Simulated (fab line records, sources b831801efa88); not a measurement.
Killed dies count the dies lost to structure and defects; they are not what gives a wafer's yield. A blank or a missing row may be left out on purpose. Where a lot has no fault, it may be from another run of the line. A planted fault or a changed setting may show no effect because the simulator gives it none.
Which of the tools did it?	flow sky130	Sampling: 12 lots, 36 wafers, 3 of 708 route steps

WHAT EACH GAUGE READ, for each wafer
SKY_VIA4_BOW_MEAS_03. Usual: VIA4_BOW gives 83 um (standard deviation 7.5).
lot	measured	on	VIA4_BOW (um)	flag
L586	day 43 00:20	film metro-02	85 84 99	
L588	day 43 04:56	film metro-01	83 76 92	
L589	day 43 16:12	film metro-01	109 87 81	
L590	day 43 15:09	film metro-01	82 70 85	
L591	day 44 05:56	film metro-03	83 69 71	
L593	day 44 18:55	film metro-02	81 82 88	
L597	day 45 09:14	film metro-03	91 94 84	
L600	day 46 17:03	film metro-01	79 78 87	
L606	day 48 09:14	film metro-02	78 74 80	
L607	day 48 06:55	film metro-01	80 88 97	
L608	day 48 13:54	film metro-01	76 84 87	
L609	day 48 19:14	film metro-02	94 89 76	

EACH LOT AND THE TOOL THAT RAN IT (in order: tool; ch and the chambers of the sampled wafers; start)
lot	SKY_GATE_OXIDE_OXIDATION_01	SKY_METAL4_METAL_ETCH_18
L586	furnace-02 ch 0, day 13 19:27	rie metal-03 ch 0,1, day 42 22:57
L588	furnace-02 ch 0, day 14 00:49	rie metal-02 ch 0,1, day 43 03:37
L589	furnace-01 ch 0, day 14 08:58	rie metal-02 ch 0,1, day 43 14:54
L590	furnace-01 ch 0, day 14 08:58	rie metal-02 ch 0,1, day 43 13:51
L591	furnace-01 ch 0, day 15 07:20	rie metal-02 ch 0,1, day 44 04:37
L593	furnace-01 ch 0, day 15 20:38	rie metal-01 ch 0,1, day 44 17:35
L597	furnace-01 ch 0, day 16 17:24	rie metal-01 ch 0,1, day 45 07:51
L600	furnace-01 ch 0, day 17 22:58	rie metal-02 ch 0,1, day 46 15:45
L606	furnace-02 ch 0, day 19 21:34	rie metal-01 ch 0,1, day 48 07:48
L607	furnace-01 ch 0, day 20 11:23	rie metal-03 ch 0,1, day 48 05:30
L608	furnace-01 ch 0, day 20 22:56	rie metal-02 ch 0,1, day 48 12:32
L609	furnace-01 ch 0, day 21 08:27	rie metal-02 ch 0,1, day 48 17:21
- SKY_GATE_OXIDE_OXIDATION_01: stabilise 600 s, purge 300 s, target thk 10.268 nm.
- SKY_METAL4_METAL_ETCH_18: etches the open film in Cl2/BCl3, stops on SiO2, target depth 845 nm, time 183.1 s.

WHAT THE TOOLS THEMSELVES READ (means of the sampled wafers that have a number; where no wafer has one, the mark that the record gives instead)
SKY_GATE_OXIDE_OXIDATION_01. Usual: zone power centre pct 17.2 %, standard deviation 1.6; zone power top pct 28.6 %, standard deviation 0.42; zone power upper pct 19.3 %, standard deviation 0.91.
lot	tool	zone power centre pct (%)	zone power top pct (%)	zone power upper pct (%)	flag
L586	furnace-02	15.4	29.0	18.4	
L588	furnace-02	15.4	29.0	18.3	
L589	furnace-01	18.6	28.1	20.1	
L590	furnace-01	18.8	28.2	20.1	
L591	furnace-01	18.5	28.4	20.1	
L593	furnace-01	18.7	28.6	20.1	
L597	furnace-01	18.6	28.1	20.2	
L600	furnace-01	18.6	28.4	20.0	
L606	furnace-02	15.5	29.1	18.3	
L607	furnace-01	18.5	28.3	20.1	
L608	furnace-01	18.8	28.4	20.2	
L609	furnace-01	18.8	28.5	20.2	

SKY_METAL4_METAL_ETCH_18. Usual: bcl3 flow sccm 30.01 sccm, standard deviation 0.084; drypump motor current A 5.6 A, standard deviation 0.4; oes product au 0.867 a.u., standard deviation 0.0072; throttle valve pct 22.265 %, standard deviation 0.0091.
lot	tool	bcl3 flow sccm (sccm)	drypump motor current A (A)	oes product au (a.u.)	throttle valve pct (%)	flag
L586	rie metal-03	30.01	5.1	0.852	22.270	
L588	rie metal-02	29.99	5.9	0.868	22.264	
L589	rie metal-02	29.92	6.1	0.868	22.270	
L590	rie metal-02	30.07	6.1	0.852	22.268	
L591	rie metal-02	29.98	5.9	0.873	22.265	
L593	rie metal-01	29.99	5.7	0.869	22.260	
L597	rie metal-01	30.05	5.5	0.875	22.263	
L600	rie metal-02	29.99	5.9	0.868	22.265	
L606	rie metal-01	29.96	5.5	0.860	22.267	
L607	rie metal-03	29.98	5.2	0.859	22.258	
L608	rie metal-02	30.13	6.0	0.873	22.268	
L609	rie metal-02	30.02	6.1	0.868	22.265	

THE ANSWER, worked out from the rows above alone
Rule: a lot counts as off when the mean over its wafers that have a number is more than 3 standard deviations away from the usual mean. Also off: a lot with no number at a reading for which 4 or more lots have one. The other lots that the step has rows for count as sound. The gauges are gone through in route order, then the tools' own readings, and for those a lot's mean is taken as printed above. At the first step where some lot is off, the reading lying furthest off is the one used; lots without a number count as furthest.
No lot is off at any reading shown: from this, nothing can be told.

WHAT HAD BEEN PUT IN BY THE SIMULATOR
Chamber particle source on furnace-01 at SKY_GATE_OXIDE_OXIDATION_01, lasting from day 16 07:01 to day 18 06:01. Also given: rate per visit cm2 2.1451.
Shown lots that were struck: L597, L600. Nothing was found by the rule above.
